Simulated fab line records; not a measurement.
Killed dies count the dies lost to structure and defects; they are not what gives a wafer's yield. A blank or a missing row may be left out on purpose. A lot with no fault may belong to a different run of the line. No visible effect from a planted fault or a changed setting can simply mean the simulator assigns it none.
Struck lot and sound lot, side by side :: flow gf180mcu :: 16 out of 602 route steps
Sound: the wafers L523.1, L523.2, L523.4. The struck wafers were L536.2, L536.4, L536.6. At the end, the cause is stated.
Each step with rows lists, per side, the tool, then ch with its chambers, then its first start. Under that, the readings that differ: sound wafers :: struck wafers :: difference of the means :: sigmas: that difference in standard deviations of wafers without a fault.
alike: readings with means less than 2 such deviations apart, plus words and numbers identical on both sides. not compared: withheld readings, readings lacking a value on some wafer, bounds such as >300 that could conceal the same value, and numbers that have no deviation in the record and whose values overlap.
A row with sigmas, a row that says differs or no value, or rows on one side alone: a step with any of these is where the two part. Numbers that don't overlap but have no deviation are shown without sigmas and don't part them. A reading missing from all wafers of one side parts the sides only when that side holds two or more wafers.

GF_POLY_GATE_ETCH_13: etches poly-Si in HBr/Cl2, stops on SiO2, target depth 198.5 nm, time 69.6 s.
  sound on rie si-01 ch 0,2,3, day 10 02:08; struck on rie si-02 ch 0,1, day 14 01:56
  alike: drypump motor current A, oes product au, throttle valve pct
  not compared: rf hours counter h
GF_POLY_GATE_STRIP_14: strips in O2/N2.
  sound on plasma asher-02 ch 0,1, day 10 02:11; struck on plasma asher-03 ch 0, day 14 01:59
  alike: drypump motor current A, heater power w, oes product au, platen temp c
  not compared: rf hours counter h
then, 2 steps without rows for these wafers: GF_POLY_GATE_CLEAN_15 (cleans in SC1/SC2, time 150 s); GF_POLY_GATE_OXIDATION_16 (stabilise 600 s, purge 300 s, target thk 4 nm).
GF_POLY_GATE_THK_MEAS_17:
  sound on film metro-04 at day 10 03:35; struck on film metro-04 at day 14 03:23
  alike: POLY_GATE_OXIDATION_THK
GF_POLY_GATE_CD_MEAS_18:
  sound on cd sem-01 at day 10 03:39; struck on cd sem-01 at day 14 03:28
  alike: cd nm
then, 6 steps without rows for these wafers: GF_HV_LDD_DEHYDRATE_00 (time 60 s); GF_HV_LDD_HMDS_01 (prime time 60 s); GF_HV_LDD_COAT_02 (resist thk 1000 nm); GF_HV_LDD_SOFTBAKE_03 (time 60 s); GF_HV_LDD_EXPOSE_04 (exposes mask Nplus LV AREA, target cd 400 nm); GF_HV_LDD_PEB_05.
GF_HV_LDD_DEVELOP_06: develop time 60 s.
  sound on litho track-04 ch 0, day 10 21:43; struck on litho track-04 ch 0, day 15 00:23
reading: developer temp C (C)
sound: 22.98 22.99 23.13
struck: 20.60 20.69 20.84
difference: -2.32
sigmas: -24
  alike: exhaust pa, resist line temp C
GF_HV_LDD_CD_MEAS_07: the cd target is 400 nm.
  sound on cd sem-01 at day 10 21:52; struck on cd sem-01 at day 15 00:31
reading: cd nm (nm)
sound: 398.5 398.6 399.8
struck: 408.9 409.0 410.3
difference: +10.4
sigmas: +5
GF_HV_LDD_OVL_MEAS_08:
  sound on overlay-02 at day 10 21:59; struck on overlay-02 at day 15 00:38
  alike: HV_LDD_OVL
-- the record jumps here: 19 days lie between the struck wafers' starts before and after (it left off in module HV_LDD and takes up again in module PASSIVATION, whose first step shown is number 602 of the route) --
GF_PASSIVATION_PROBE_99:
  rows exist in the record for the struck wafers here (prober-02, day 33 16:45), but not for the sound ones

WHERE THEY PART
Last at GF_PASSIVATION_PROBE_99 as far as this record goes, first at GF_HV_LDD_DEVELOP_06.

WHY: whatever the simulator had introduced
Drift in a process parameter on litho track-04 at GF_HV_LDD_DEVELOP_06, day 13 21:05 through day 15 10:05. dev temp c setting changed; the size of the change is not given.
